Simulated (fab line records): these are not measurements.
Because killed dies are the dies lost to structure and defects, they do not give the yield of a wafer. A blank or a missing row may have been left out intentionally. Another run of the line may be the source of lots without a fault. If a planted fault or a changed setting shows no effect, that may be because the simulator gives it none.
The tool behind it: which one? :: flow sky130 :: Sampling: 7 lots, 21 wafers, 2 of 708 route steps

== WHAT THE GAUGES READ, wafer by wafer ==
SKY_POLY_CUT_OVL_MEAS_09.
lot: L777
measured: day 24 18:55
on: overlay-02
POLY_CUT_OVL (nm): -11 -8 -9

lot: L779
measured: day 25 13:32
on: overlay-01
POLY_CUT_OVL (nm): -6 -7 -10

lot: L784
measured: day 27 11:38
on: overlay-02
POLY_CUT_OVL (nm): 2 -6 0

lot: L786
measured: day 28 08:59
on: overlay-01
POLY_CUT_OVL (nm): -13 -10 -11

lot: L789
measured: day 29 02:04
on: overlay-01
POLY_CUT_OVL (nm): -10 -11 -7

lot: L791
measured: day 29 18:20
on: overlay-01
POLY_CUT_OVL (nm): -3 0 -3

lot: L793
measured: day 30 04:26
on: overlay-01
POLY_CUT_OVL (nm): 5 -3 6

== EACH LOT AND THE TOOL THAT RAN IT (in order: tool; ch and the chambers of the sampled wafers; start) ==
lot: L777
SKY_LDD_HVN_DEVELOP_06: lithoTrack-02 ch 0, day 20 16:53

lot: L779
SKY_LDD_HVN_DEVELOP_06: lithoTrack-03 ch 0, day 21 13:54

lot: L784
SKY_LDD_HVN_DEVELOP_06: lithoTrack-02 ch 0, day 23 15:50

lot: L786
SKY_LDD_HVN_DEVELOP_06: lithoTrack-01 ch 0, day 24 14:46

lot: L789
SKY_LDD_HVN_DEVELOP_06: lithoTrack-01 ch 0, day 25 07:43

lot: L791
SKY_LDD_HVN_DEVELOP_06: lithoTrack-03, day 25 23:45

lot: L793
SKY_LDD_HVN_DEVELOP_06: lithoTrack-02 ch 0, day 26 11:51
- SKY_LDD_HVN_DEVELOP_06: develop time 60 s.

== THE ANSWER, worked out from the rows above alone ==
Rule: what is usual is taken from the lots themselves. Put in order of their means at a reading, lots are off if they are a third of the lots or fewer, leave a main group of 4 or more, and stand apart from it by a gap of 3 or more times the standard deviation of the main group's means; of several such gaps the widest counts. Not used: any main group whose means are identical at the precision the tables above print for the reading. Also off: a lot with no number at a reading for which 4 or more lots have one. Where the step has rows for the other lots, those lots are counted as sound.
None of the lots is off at any reading shown; this tells nothing.

== WHAT THE SIMULATOR HAD INSERTED ==
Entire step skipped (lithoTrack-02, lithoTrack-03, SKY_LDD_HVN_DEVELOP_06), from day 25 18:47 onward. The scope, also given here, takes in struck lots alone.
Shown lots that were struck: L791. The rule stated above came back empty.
